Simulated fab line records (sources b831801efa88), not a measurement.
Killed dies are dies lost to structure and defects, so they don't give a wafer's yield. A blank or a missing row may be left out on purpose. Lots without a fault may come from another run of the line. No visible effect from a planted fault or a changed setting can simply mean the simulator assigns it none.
Which tool is to blame?	flow gf180mcu	Sampling: 14 lots, 42 wafers, 4 of 602 route steps

== WHAT THE GAUGES SHOWED, per wafer ==
GF_M3_OVL_MEAS_15.
lot	measured	on	M3_OVL (nm)
L703	day 21 21:18	overlay-02	4 -4 8
L704	day 22 03:58	overlay-01	9 10 9
L705	day 22 08:19	overlay-01	4 -2 4
L706	day 22 17:37	overlay-02	-6 -4 -10
L709	day 24 07:53	overlay-02	0 1 -2
L710	day 25 03:29	overlay-01	-1 0 6
L711	day 25 14:19	overlay-01	5 -2 5
L714	day 26 00:54	overlay-02	10 7 8
L716	day 26 09:21	overlay-02	-3 5 4
L717	day 26 12:24	overlay-01	-4 -2 -9
L719	day 27 08:11	overlay-02	-7 -2 -5
L721	day 28 06:15	overlay-01	-2 -1 -6
L723	day 28 14:55	overlay-01	7 12 8
L724	day 29 11:06	overlay-01	7 0 0

GF_V3_BOW_MEAS_05.
lot	measured	on	V3_BOW (um)
L703	day 21 22:34	film metro-02	118 128 127
L704	day 22 05:19	film metro-02	116 129 128
L705	day 22 09:35	film metro-02	114 112 122
L706	day 22 18:54	film metro-03	130 132 147
L709	day 24 09:09	film metro-03	111 102 111
L710	day 25 05:18	film metro-03	114 115 122
L711	day 25 15:38	film metro-04	117 114 112
L714	day 26 02:10	film metro-02	121 126 112
L716	day 26 10:40	film metro-04	118 129 127
L717	day 26 13:50	film metro-03	105 111 112
L719	day 27 09:31	film metro-03	119 126 110
L721	day 28 07:58	film metro-03	99 105 122
L723	day 28 16:12	film metro-02	120 119 126
L724	day 29 12:22	film metro-02	123 116 118

GF_V3_CD_MEAS_14: target cd 260 nm.
lot	measured	on	cd nm (nm)
L703	day 22 22:06	cd sem-01	258.7 258.1 258.6
L704	day 23 04:15	cd sem-02	260.8 259.6 259.5
L705	day 23 09:08	cd sem-02	260.6 261.6 261.5
L706	day 23 16:26	cd sem-02	262.1 261.2 263.1
L709	day 25 06:51	cd sem-01	261.6 261.0 260.5
L710	day 26 01:52	cd sem-02	260.8 260.6 262.0
L711	day 26 12:21	cd sem-01	258.4 258.3 259.3
L714	day 26 22:24	cd sem-01	261.3 260.1 260.1
L716	day 27 07:05	cd sem-02	261.9 261.4 262.2
L717	day 27 10:28	cd sem-02	258.3 260.6 260.2
L719	day 28 05:31	cd sem-01	260.6 259.8 259.2
L721	day 29 03:22	cd sem-01	259.5 259.5 258.9
L723	day 29 10:56	cd sem-01	259.4 259.0 260.9
L724	day 30 06:46	cd sem-01	261.7 260.5 260.2

== EACH LOT AND THE TOOL THAT RAN IT (in order: tool; ch and the chambers of the sampled wafers; start) ==
lot	GF_V3_PEB_12
L703	litho track-02 ch 0, day 22 21:45
L704	litho track-02 ch 0, day 23 03:54
L705	litho track-03 ch 0, day 23 08:49
L706	litho track-01 ch 0, day 23 16:07
L709	litho track-02 ch 0, day 25 06:30
L710	litho track-01 ch 0, day 26 01:31
L711	litho track-02 ch 0, day 26 12:00
L714	litho track-02 ch 0, day 26 22:03
L716	litho track-03 ch 0, day 27 06:46
L717	litho track-01 ch 0, day 27 10:07
L719	litho track-03 ch 0, day 28 05:11
L721	litho track-01 ch 0, day 29 03:01
L723	litho track-01 ch 0, day 29 10:37
L724	litho track-03 ch 0, day 30 06:25
- GF_V3_PEB_12: peb time 90 s.

== WHAT THE TOOLS THEMSELVES READ (means of the sampled wafers that have a number; where no wafer has one, the mark that the record gives instead) ==
GF_V3_PEB_12.
lot	tool	heater power total W (W)
L703	litho track-02	85.62
L704	litho track-02	85.66
L705	litho track-03	85.62
L706	litho track-01	85.76
L709	litho track-02	85.83
L710	litho track-01	85.77
L711	litho track-02	86.70
L714	litho track-02	86.66
L716	litho track-03	85.64
L717	litho track-01	85.72
L719	litho track-03	85.73
L721	litho track-01	85.72
L723	litho track-01	85.68
L724	litho track-03	85.57

== THE ANSWER, worked out from the rows above alone ==
Rule: what is usual is taken from the lots themselves. The widest of any qualifying gaps counts: lots, ordered by their means at a reading, are off when they make up no more than a third of the lots, leave a main group of 4 or more, and stand apart from it by 3 or more times the standard deviation of that group's means. The tables above print the reading to a certain number of digits; a main group whose means all agree to those digits is not used. Also off: a lot with no number at a reading for which 4 or more lots have one. The other lots that the step has rows for count as sound. After the gauges, taken in route order, come the tools' own readings; for these a lot's mean is taken, as printed above. At the first step where some lot is off, the reading lying furthest off is the one used; lots without a number count as furthest.
Off at GF_V3_PEB_12 (heater power total W): L711, L714. Main group: mean 85.69 W, sd 0.072.
If a tool, at that step or one of the process steps before it, ran each lot that is off and ran no sound lot following the first of them, it fits. One fits: litho track-02 at GF_V3_PEB_12. A fault onset in the window from L709 (day 25 06:30, its last sound lot) to L711 (day 26 12:00, its first lot off) fits.
On the lots that are off, the tool's own readings at GF_V3_PEB_12 differ by more than 5 times the standard deviation of the sound lots' means, which bears it out; heater power total W reads 86.68 W there versus 85.69 W on the sound lots.

== WHAT THE SIMULATOR PUT IN ==
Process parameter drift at GF_V3_PEB_12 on litho track-02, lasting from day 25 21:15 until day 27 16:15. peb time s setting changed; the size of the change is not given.
Lots struck among those shown: L711, L714. This agrees with what the rule above found.
